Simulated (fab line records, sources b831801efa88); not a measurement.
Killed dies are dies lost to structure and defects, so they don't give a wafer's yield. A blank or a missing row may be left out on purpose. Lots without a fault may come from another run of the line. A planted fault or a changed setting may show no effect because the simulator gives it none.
fab line records | flow sky130 | part 1 of 2: steps 1 to 29 of 42
record lots=5 wafers=15 last_day=50
route steps=708 shown VIA4@648 METAL5@661 PASSIVATION@681
lots that met no fault: from a run of the same line without faults
start_h: hours from the record's first day to the start of the lot's first wafer shown | wait_h: hours since the lot's step before | " the same as in the row above | L1.1+2: a row that stands for several wafers | - no value, or no start given | * or withheld: withheld | < > ~ a bound
route shown NAME@n: a module of which the file shows steps, and the number in the route of the first | usual: mean/standard deviation of fault-free wafers | same: alike in all rows | chamber/n: place in a boat | sites: the reading at each site | _std_site: their standard deviation | _edge_site: outer sites' mean less inner sites' | radius_mm: how far each site lies from the wafer's centre | mask NAME#n: copy n | behind: the tool/chamber that last shaped the wafer | hold: why the lot was held/for how many hours/how that ended | device: the transistor (n, p or np) that didn't switch | end of line: the same wafers' tests at the end of the route | a step without rows: its recipe alone | killed: dies lost to structure and defects at the first sort, not the wafer's yield | map: a wafer's dies, x killed, . not, _ none there
set.NAME: the setting as run; set.NAME@STEP: as run at that earlier step | model.NAME: the simulator's own value behind a step, which no gauge read
lots at some steps of the route; a table a step, a row a wafer
services: from which hour (start_h, from the record's first day; less than 0 if before it) a tool's chamber was out of use, for how many hours, and why
## steps
# step SKY_VIA4_PEB_09
# recipe temp_c=withheld time_s=* resist=NOVOLAK
# columns lot.wafer tool chamber start_h wait_h
L084.1+3+6 litho_track-04 0 - -
L085.1+5+6 litho_track-04 0 - -
L092.1+3+6 litho_track-04 0 - -
L093.1+3+4 litho_track-04 0 - -
L094.1+2+3 litho_track-04 0 - -
# step SKY_VIA4_DEVELOP_10
# recipe resist=NOVOLAK developer=TMAH develop_time_s=60 dev_temp_c=23
# same develop_time_s=60
# columns lot.wafer tool chamber start_h wait_h
L084.1+3+6 litho_track-04 0 1074.45 0.1
L085.1+5+6 litho_track-04 0 1080.55 0.1
L092.1+3+6 litho_track-04 0 1121.85 0.1
L093.1+3+4 litho_track-04 0 1126.65 0.1
L094.1+2+3 litho_track-04 0 1133.10 0.1
# step SKY_VIA4_OVL_MEAS_11
# usual VIA4_OVL=1.1/1.3
# columns lot.wafer tool chamber start_h wait_h VIA4_OVL[nm]
L084.1 overlay-02 - 1074.60 0.1 1.0
L084.3 " - " " 1.1
L084.6 " - " " 0.0
L085.1 overlay-01 - 1080.70 0.1 1.5
L085.5 " - " " 1.2
L085.6 " - " " 0.8
L092.1 overlay-01 - 1122.00 0.1 1.5
L092.3 " - " " 1.3
L092.6 " - " " 1.1
L093.1 overlay-02 - 1126.80 0.1 0.5
L093.3 " - " " 1.8
L093.4 " - " " 0.6
L094.1 overlay-01 - 1133.25 0.1 1.0
L094.2 " - " " 0.7
L094.3 " - " " 0.5
# step SKY_VIA4_ETCH_12
# recipe target=SiO2 chemistry=C4F8/O2/Ar stop_on=TiN mask_material=NOVOLAK source_w=1500 bias_w=1200 pressure_mtorr=40 c4f8_flow_sccm=withheld O2_flow_sccm=6 Ar_flow_sccm=300 time_s=withheld target_depth_a=5800
# usual bias_w=1200/3.7 oes_product_au=0.927/0.0043
# columns lot.wafer tool chamber start_h wait_h bias_w oes_product_au
L084.1 rie_diel-01 2 1074.63 0.0 1202 0.928
L084.3 " 1 " " 1192 0.924
L084.6 " 2 " " 1195 0.927
L085.1 rie_diel-01 2 1080.73 0.0 1197 0.922
L085.5 " 0 " " 1204 0.927
L085.6 " 3 " " 1196 0.934
L092.1 rie_diel-02 0 1122.03 0.0 1207 0.927
L092.3 " 3 " " 1194 0.919
L092.6 " 3 " " 1192 0.914
L093.1 rie_diel-04 2 1126.83 0.0 1204 0.932
L093.3 " 1 " " 1208 0.927
L093.4 " 2 " " 1200 0.919
L094.1 rie_diel-02 2 1133.28 0.0 1198 0.922
L094.2 " 3 " " 1202 0.928
L094.3 " 1 " " 1198 0.926
# step SKY_VIA4_STRIP_13
# recipe chemistry=O2/N2 power_w=1400 pressure_mtorr=1500 platen_temp_c=withheld o2_flow_sccm=3000 n2_flow_sccm=300 overash_fraction=0.5
# usual drypump_motor_current_A=5.64/0.29 oes_product_au=0.710/0.0046 strip_time_to_endpoint_s=12.80/0.03
# columns lot.wafer tool chamber start_h wait_h drypump_motor_current_A oes_product_au rf_hours_counter_h strip_time_to_endpoint_s
L084.1 plasma_asher-01 1 1074.71 - 5.60 0.708 1 12.77
L084.3 " 1 " " 5.62 0.706 - 12.79
L084.6 " 0 " " 6.09 0.709 - 12.83
L085.1 plasma_asher-03 1 1080.81 - 5.13 0.714 96 12.78
L085.5 " 0 " " 5.46 0.714 - 12.77
L085.6 " 1 " " 5.13 0.711 - 12.86
L092.1 plasma_asher-04 1 1122.11 - 5.75 0.701 70 12.82
L092.3 " 1 " " 5.75 0.706 - 12.81
L092.6 " 1 " " 5.76 0.700 - 12.80
L093.1 plasma_asher-03 0 1126.94 - 5.46 0.711 100 12.83
L093.3 " 0 " " 5.45 0.710 - 12.76
L093.4 " 1 " " 5.17 0.711 - 12.80
L094.1 plasma_asher-01 1 1133.36 - 5.61 0.710 6 12.82
L094.2 " 0 " " 6.10 0.711 6 12.82
L094.3 " 0 " " 6.12 0.714 - 12.78
# step SKY_VIA4_STRIP_14
# recipe chemistry=post_etch_residue_remover time_s=1200 temp_c=72.5
# columns lot.wafer tool chamber start_h wait_h
L084.1+3+6 wet_bench-02 3 1074.81 0.1
L085.1+5+6 wet_bench-01 2 1080.91 0.1
L092.1+3+6 wet_bench-02 1 1122.21 0.1
L093.1+3+4 wet_bench-03 1 1127.04 0.1
L094.1+2+3 wet_bench-03 0 1133.46 0.1
# step SKY_VIA4_CLEAN_15
# recipe chemistry=IPA time_s=180 temp_c=25
# columns lot.wafer tool chamber start_h wait_h
L084.1+3+6 wet_bench-03 0 1075.15 0.0
L085.1+5+6 wet_bench-01 0 1081.25 0.0
L092.1+3+6 wet_bench-02 3 1122.55 0.0
L093.1+3+4 wet_bench-02 1 1127.73 0.0
L094.1+2+3 wet_bench-02 2 1134.14 0.0
# step SKY_VIA4_CLEAN_16
# recipe chemistry=O3/DIW dry=n2_spin
# columns lot.wafer tool chamber start_h wait_h
L084.1+3+6 wet_bench-02 2 1075.21 0.0
L085.1+5+6 wet_bench-02 2 1081.31 0.0
L092.1+3+6 wet_bench-02 3 1122.61 0.0
L093.1+3+4 wet_bench-03 0 1127.78 0.0
L094.1+2+3 wet_bench-01 1 1134.20 0.0
# step SKY_VIA4_SPUTTER_17
# recipe material=TiN target_thk_nm=20 chamber_pressure_pa=5 power_w=4000 time_s=80
# usual throttle_valve_pct=29.9/0.99
# columns lot.wafer tool chamber start_h wait_h throttle_valve_pct
L084.1 pvd_sputter-02 - 1075.30 0.0 30.1
L084.3 " - " " 28.4
L084.6 " - " " 28.1
L085.1 pvd_sputter-03 - 1081.40 0.0 29.8
L085.5 " - " " 29.7
L085.6 " - " " 31.1
L092.1 pvd_sputter-02 - 1122.70 0.0 29.3
L092.3 " - " " 28.3
L092.6 " - " " 28.4
L093.1 pvd_sputter-01 - 1127.97 0.0 29.3
L093.3 " - " " 30.7
L093.4 " - " " 30.9
L094.1 pvd_sputter-02 - 1134.29 0.0 30.2
L094.2 " - " " 29.5
L094.3 " - " " 28.2
# step SKY_VIA4_CVD_18
# recipe material=W target_thk_nm=505 time_s=152.14 temp_c=400 pressure_torr=40
# usual heater_power_w=816/29
# columns lot.wafer tool chamber start_h wait_h heater_power_w
L084.1 cvd_w-02 0 1075.36 0.0 792
L084.3 " 1 " " 802
L084.6 " 0 " " 823
L085.1 cvd_w-02 1 1081.46 0.0 793
L085.5 " 0 " " 790
L085.6 " 1 " " 812
L092.1 cvd_w-02 0 1122.76 0.0 787
L092.3 " 0 " " 802
L092.6 " 1 " " 796
L093.1 cvd_w-01 0 1128.03 0.0 887
L093.3 " 1 " " 822
L093.4 " 0 " " 864
L094.1 cvd_w-02 1 1134.35 0.0 807
L094.2 " 0 " " 816
L094.3 " 1 " " 789
# step SKY_VIA4_RS_MEAS_19
# recipe thk_meas_gauge=four-point-probe reads=W_of_VIA4_CVD_18+TiN_of_VIA4_SPUTTER_17
# usual VIA4_W_RS=0.2267/0.003
# columns lot.wafer tool chamber start_h wait_h VIA4_W_RS[ohm/sq]
L084.1 film_metro-01 - 1075.51 0.1 0.2215
L084.3 " - " " 0.2287
L084.6 " - " " 0.2235
L085.1 film_metro-02 - 1081.61 0.1 0.2248
L085.5 " - " " 0.2247
L085.6 " - " " 0.2266
L092.1 film_metro-04 - 1122.91 0.1 0.2248
L092.3 " - " " 0.2228
L092.6 " - " " 0.2251
L093.1 film_metro-02 - 1128.18 0.1 0.2298
L093.3 " - " " 0.2312
L093.4 " - " " 0.2305
L094.1 film_metro-01 - 1134.50 0.1 0.2270
L094.2 " - " " 0.2245
L094.3 " - " " 0.2277
# step SKY_VIA4_THK_MEAS_20
# recipe thk_meas_gauge=xrf reads=W_of_VIA4_CVD_18
# usual VIA4_W_THK=482/6.8
# columns lot.wafer tool chamber start_h wait_h VIA4_W_THK[nm]
L084.1 film_metro-01 - 1075.63 0.1 489
L084.3 " - " " 478
L084.6 " - " " 487
L085.1 film_metro-02 - 1081.73 0.1 487
L085.5 " - " " 487
L085.6 " - " " 482
L092.1 film_metro-04 - 1123.03 0.1 481
L092.3 " - " " 484
L092.6 " - " " 481
L093.1 film_metro-02 - 1128.30 0.1 477
L093.3 " - " " 473
L093.4 " - " " 474
L094.1 film_metro-01 - 1134.62 0.1 482
L094.2 " - " " 486
L094.3 " - " " 478
# step SKY_VIA4_CMP_21
# recipe stop_on=SiO2 t_overpolish_s=25 down_force_psi=3.5 platen_rpm=60 target_thk_nm=0 pad_velocity_m_s=0.94248
# usual motor_current_A=11.1/0.93 overpolish_run_s=25.000/0.0094 time_to_endpoint_s=124/4.3
# columns lot.wafer tool chamber start_h wait_h motor_current_A overpolish_run_s time_to_endpoint_s
L084.1 cmp-01 3 1075.95 0.3 12.0 25.010 131
L084.3 " 1 " " 11.7 25.021 129
L084.6 " 3 " " 11.8 25.011 126
L085.1 cmp-01 2 1084.40 2.7 10.3 24.994 121
L085.5 " 1 " " 11.7 24.997 124
L085.6 " 2 " " 8.8 25.003 121
L092.3 cmp-02 0 1123.09 0.0 10.5 25.011 129
L092.1 " 1 " " 11.8 25.004 121
L092.6 " 1 " " 12.0 24.991 125
L093.3 cmp-01 3 1128.36 0.0 11.4 25.015 121
L093.4 " 0 " " 9.6 25.013 118
L093.1 " 1 " " 11.6 25.001 130
L094.3 cmp-01 1 1134.68 0.0 12.2 24.982 134
L094.2 " 2 " " 9.7 24.998 127
L094.1 " 0 " " 10.6 25.006 132
# step SKY_METAL5_SPUTTER_00
# recipe material=Ti target_thk_nm=15 power_w=3000 time_s=10 chamber_pressure_pa=0.4
# usual throttle_valve_pct=29.7/0.94
# columns lot.wafer tool chamber start_h wait_h throttle_valve_pct
L084.1 pvd_sputter-04 - 1076.20 0.2 28.1
L084.3 " - " " 29.7
L084.6 " - " " 30.3
L085.1 pvd_sputter-03 - 1084.65 0.2 31.1
L085.5 " - " " 29.9
L085.6 " - " " 29.0
L092.1 pvd_sputter-03 - 1123.39 0.2 29.7
L092.3 " - " " 30.8
L092.6 " - " " 29.7
L093.1 pvd_sputter-03 - 1128.66 0.1 31.0
L093.3 " - " " 30.3
L093.4 " - " " 29.7
L094.1 pvd_sputter-03 - 1134.98 0.1 29.5
L094.2 " - " " 29.7
L094.3 " - " " 30.0
# step SKY_METAL5_SPUTTER_01
# recipe material=TiN target_thk_nm=20 power_w=6323 time_s=16.7 chamber_pressure_pa=0.4
# usual throttle_valve_pct=29.7/0.91
# columns lot.wafer tool chamber start_h wait_h throttle_valve_pct
L084.1 pvd_sputter-04 - 1076.22 0.0 28.1
L084.3 " - " " 30.1
L084.6 " - " " 30.4
L085.1 pvd_sputter-03 - 1084.67 0.0 31.0
L085.5 " - " " 29.4
L085.6 " - " " 29.4
L092.1 pvd_sputter-03 - 1123.41 0.0 29.7
L092.3 " - " " 31.0
L092.6 " - " " 29.8
L093.1 pvd_sputter-03 - 1128.68 0.0 31.3
L093.3 " - " " 30.1
L093.4 " - " " 29.8
L094.1 pvd_sputter-03 - 1135.00 0.0 29.3
L094.2 " - " " 29.8
L094.3 " - " " 30.0
# step SKY_METAL5_SPUTTER_02
# recipe material=AlCu target_thk_nm=1150 power_w=10600 time_s=61.2 chamber_pressure_pa=0.4
# usual throttle_valve_pct=29.7/0.92
# columns lot.wafer tool chamber start_h wait_h throttle_valve_pct
L084.1 pvd_sputter-04 - 1076.25 0.0 28.1
L084.3 " - " " 29.9
L084.6 " - " " 30.5
L085.1 pvd_sputter-03 - 1084.70 0.0 31.1
L085.5 " - " " 29.6
L085.6 " - " " 29.2
L092.1 pvd_sputter-03 - 1123.44 0.0 29.8
L092.3 " - " " 31.0
L092.6 " - " " 29.6
L093.1 pvd_sputter-03 - 1128.71 0.0 31.1
L093.3 " - " " 30.0
L093.4 " - " " 29.8
L094.1 pvd_sputter-03 - 1135.03 0.0 29.1
L094.2 " - " " 29.5
L094.3 " - " " 30.3
# step SKY_METAL5_SPUTTER_03
# recipe material=Ti target_thk_nm=5 power_w=3000 time_s=3.3 chamber_pressure_pa=0.4
# usual throttle_valve_pct=29.7/0.92
# columns lot.wafer tool chamber start_h wait_h throttle_valve_pct
L084.1 pvd_sputter-04 - 1076.30 0.0 28.2
L084.3 " - " " 29.8
L084.6 " - " " 30.1
L085.1 pvd_sputter-03 - 1084.75 0.0 31.0
L085.5 " - " " 29.6
L085.6 " - " " 29.3
L092.1 pvd_sputter-03 - 1123.49 0.0 30.1
L092.3 " - " " 31.0
L092.6 " - " " 29.8
L093.1 pvd_sputter-03 - 1128.76 0.0 31.0
L093.3 " - " " 30.0
L093.4 " - " " 29.5
L094.1 pvd_sputter-03 - 1135.08 0.0 29.1
L094.2 " - " " 29.8
L094.3 " - " " 29.9
# step SKY_METAL5_SPUTTER_04
# recipe material=TiN target_thk_nm=70 power_w=6500 time_s=58.3 chamber_pressure_pa=0.4
# usual throttle_valve_pct=29.7/0.91
# columns lot.wafer tool chamber start_h wait_h throttle_valve_pct
L084.1 pvd_sputter-04 - 1076.32 0.0 28.2
L084.3 " - " " 29.6
L084.6 " - " " 30.1
L085.1 pvd_sputter-03 - 1084.77 0.0 30.9
L085.5 " - " " 29.6
L085.6 " - " " 29.3
L092.1 pvd_sputter-03 - 1123.51 0.0 29.6
L092.3 " - " " 31.0
L092.6 " - " " 29.6
L093.1 pvd_sputter-03 - 1128.78 0.0 31.1
L093.3 " - " " 30.0
L093.4 " - " " 29.7
L094.1 pvd_sputter-03 - 1135.10 0.0 29.4
L094.2 " - " " 29.7
L094.3 " - " " 30.3
# step SKY_METAL5_RS_MEAS_05
# recipe thk_meas_gauge=four-point-probe reads=TiN_of_METAL5_SPUTTER_04+Ti_of_METAL5_SPUTTER_03+AlCu_of_METAL5_SPUTTER_02+TiN_of_METAL5_SPUTTER_01+Ti_of_METAL5_SPUTTER_00
# usual METAL5_ALCU_RS=0.0271/0.00034
# columns lot.wafer tool chamber start_h wait_h METAL5_ALCU_RS[ohm/sq]
L084.1 film_metro-04 - 1076.36 0.0 0.0267
L084.3 " - " " 0.0271
L084.6 " - " " 0.0268
L085.1 film_metro-02 - 1084.82 0.0 0.0275
L085.5 " - " " 0.0277
L085.6 " - " " 0.0275
L092.1 film_metro-02 - 1123.56 0.0 0.0279
L092.3 " - " " 0.0273
L092.6 " - " " 0.0274
L093.1 film_metro-03 - 1128.83 0.0 0.0273
L093.3 " - " " 0.0271
L093.4 " - " " 0.0276
L094.1 film_metro-02 - 1135.15 0.0 0.0269
L094.2 " - " " 0.0271
L094.3 " - " " 0.0266
# step SKY_METAL5_THK_MEAS_06
# recipe thk_meas_gauge=xrf reads=AlCu_of_METAL5_SPUTTER_02
# usual METAL5_ALCU_THK=1160/16
# columns lot.wafer tool chamber start_h wait_h METAL5_ALCU_THK[nm]
L084.1 film_metro-04 - 1076.48 0.1 1189
L084.3 " - " " 1161
L084.6 " - " " 1179
L085.1 film_metro-02 - 1084.94 0.1 1147
L085.5 " - " " 1135
L085.6 " - " " 1144
L092.1 film_metro-02 - 1123.68 0.1 1138
L092.3 " - " " 1157
L092.6 " - " " 1153
L093.1 film_metro-03 - 1128.95 0.1 1150
L093.3 " - " " 1151
L093.4 " - " " 1129
L094.1 film_metro-02 - 1135.27 0.1 1174
L094.2 " - " " 1169
L094.3 " - " " 1195
# step SKY_METAL5_DEHYDRATE_07
# recipe temp_c=200 time_s=60
# columns lot.wafer tool chamber start_h wait_h
L084.1+3+6 litho_track-02 0 1085.08 8.6
L085.1+5+6 litho_track-02 0 1093.18 8.2
L092.1+3+6 litho_track-04 0 1132.35 8.7
L093.1+3+4 litho_track-03 0 1137.78 8.8
L094.1+2+3 litho_track-04 0 1143.70 8.4
# step SKY_METAL5_HMDS_08
# recipe prime_time_s=60 prime_temp_c=120
# columns lot.wafer tool chamber start_h wait_h
L084.1+3+6 litho_track-02 0 1085.23 0.1
L085.1+5+6 litho_track-02 0 1093.33 0.1
L092.1+3+6 litho_track-04 0 1132.50 0.1
L093.1+3+4 litho_track-03 0 1137.93 0.1
L094.1+2+3 litho_track-04 0 1143.85 0.1
# step SKY_METAL5_COAT_09
# recipe resist=NOVOLAK spin_rpm=3000 resist_thk_nm=1800
# columns lot.wafer tool chamber start_h wait_h
L084.1+3+6 litho_track-02 0 1085.38 0.1
L085.1+5+6 litho_track-02 0 1093.48 0.1
L092.1+3+6 litho_track-04 0 1132.65 0.1
L093.1+3+4 litho_track-03 0 1138.08 0.1
L094.1+2+3 litho_track-04 0 1144.00 0.1
# step SKY_METAL5_SOFTBAKE_10
# recipe temp_c=90 time_s=60 resist=NOVOLAK
# columns lot.wafer tool chamber start_h wait_h
L084.1+3+6 litho_track-02 0 1085.53 0.1
L085.1+5+6 litho_track-02 0 1093.63 0.1
L092.1+3+6 litho_track-04 0 1132.80 0.1
L093.1+3+4 litho_track-03 0 1138.23 0.1
L094.1+2+3 litho_track-04 0 1144.15 0.1
# step SKY_METAL5_EXPOSE_11
# recipe mask_id=MM5 na=0.6 source_shape=conventional sigma_outer=0.6 polarization=unpolarized target_cd_nm=1600 dose_mj=190
# columns lot.wafer tool chamber start_h wait_h mask
L084.1+3+6 iline_stepper-02 0 - - MM5#0
L085.1+5+6 iline_stepper-02 0 - - MM5#0
L092.1+3+6 iline_stepper-01 0 - - MM5#0
L093.1+3+4 iline_stepper-01 0 - - MM5#0
L094.1+2+3 iline_stepper-02 0 - - MM5#0
# step SKY_METAL5_PEB_12
# recipe temp_c=withheld time_s=* resist=NOVOLAK
# columns lot.wafer tool chamber start_h wait_h
L084.1+3+6 litho_track-02 0 - -
L085.1+5+6 litho_track-04 0 - -
L092.1+3+6 litho_track-02 0 - -
L093.1+3+4 litho_track-03 0 - -
L094.1+2+3 litho_track-02 0 - -
# step SKY_METAL5_DEVELOP_13
# recipe resist=NOVOLAK developer=TMAH develop_time_s=60 dev_temp_c=23
# same develop_time_s=60
# columns lot.wafer tool chamber start_h wait_h
L084.1+3+6 litho_track-02 0 1095.63 0.1
L085.1+5+6 litho_track-04 0 1103.95 0.1
L092.1+3+6 litho_track-02 0 1141.78 0.1
L093.1+3+4 litho_track-03 0 1147.33 0.1
L094.1+2+3 litho_track-02 0 1153.38 0.1
# step SKY_METAL5_DESCUM_14
# recipe chemistry=O2 source_power_w=150 bias_power_w=0 pressure_mtorr=10 temp_c=40 time_s=11
# usual drypump_motor_current_A=5.3/0.38 oes_product_au=1.007/0.009
# columns lot.wafer tool chamber start_h wait_h drypump_motor_current_A oes_product_au rf_hours_counter_h
L084.1 rie_metal-03 0 1095.78 0.1 5.7 1.000 4
L084.3 " 0 " " 5.7 1.013 -
L084.6 " 1 " " 5.1 1.010 -
L085.1 rie_metal-01 1 1104.10 0.1 6.0 1.017 18
L085.5 " 0 " " 5.1 0.992 -
L085.6 " 1 " " 6.0 1.011 -
L092.1 rie_metal-01 0 1141.93 0.1 5.1 1.002 14
L092.3 " 1 " " 6.0 1.006 -
L092.6 " 1 " " 6.0 1.011 -
L093.1 rie_metal-03 1 1147.48 0.1 5.1 1.020 11
L093.3 " 0 " " 5.7 1.019 -
L093.4 " 1 " " 5.1 1.011 -
L094.1 rie_metal-02 1 1153.53 0.1 4.8 1.008 19
L094.2 " 0 " " 5.6 1.002 3
L094.3 " 1 " " 4.8 1.019 -
# step SKY_METAL5_METAL_ETCH_15
# recipe target_depth_a=12600 stop_on=SiO2 over_etch_frac=0.2 time_s=252 chemistry=Cl2/BCl3 resist_sidewall_deg=86 pressure_mtorr=10 icp_w=881 bias_w=48.5 Cl2_flow_sccm=60 bcl3_flow_sccm=30
# usual bias_w=48.48/0.13 drypump_motor_current_A=5.3/0.38 oes_product_au=0.893/0.0049 throttle_valve_pct=22.264/0.0087
# same over_etch_frac=0.2
# columns lot.wafer tool chamber start_h wait_h bias_w drypump_motor_current_A oes_product_au rf_hours_counter_h throttle_valve_pct
L084.1 rie_metal-03 0 1095.81 0.0 48.15 5.7 0.885 4 22.270
L084.3 " 0 " " 48.47 5.7 0.895 - 22.279
L084.6 " 1 " " 48.38 5.1 0.886 - 22.259
L085.1 rie_metal-01 1 1104.13 0.0 48.43 6.0 0.900 19 22.277
L085.5 " 0 " " 48.70 5.1 0.892 - 22.274
L085.6 " 1 " " 48.51 5.9 0.887 - 22.265
L092.1 rie_metal-01 0 1141.96 0.0 48.39 5.1 0.892 14 22.267
L092.3 " 1 " " 48.48 5.9 0.888 - 22.262
L092.6 " 1 " " 48.62 5.9 0.896 - 22.255
L093.1 rie_metal-03 1 1147.51 0.0 48.27 5.1 0.897 11 22.275
L093.3 " 0 " " 48.59 5.7 0.894 - 22.250
L093.4 " 1 " " 48.55 5.1 0.898 - 22.268
L094.1 rie_metal-02 1 1153.56 0.0 48.34 4.8 0.880 19 22.260
L094.2 " 0 " " 48.64 5.5 0.891 4 22.271
L094.3 " 1 " " 48.30 4.8 0.893 - 22.264
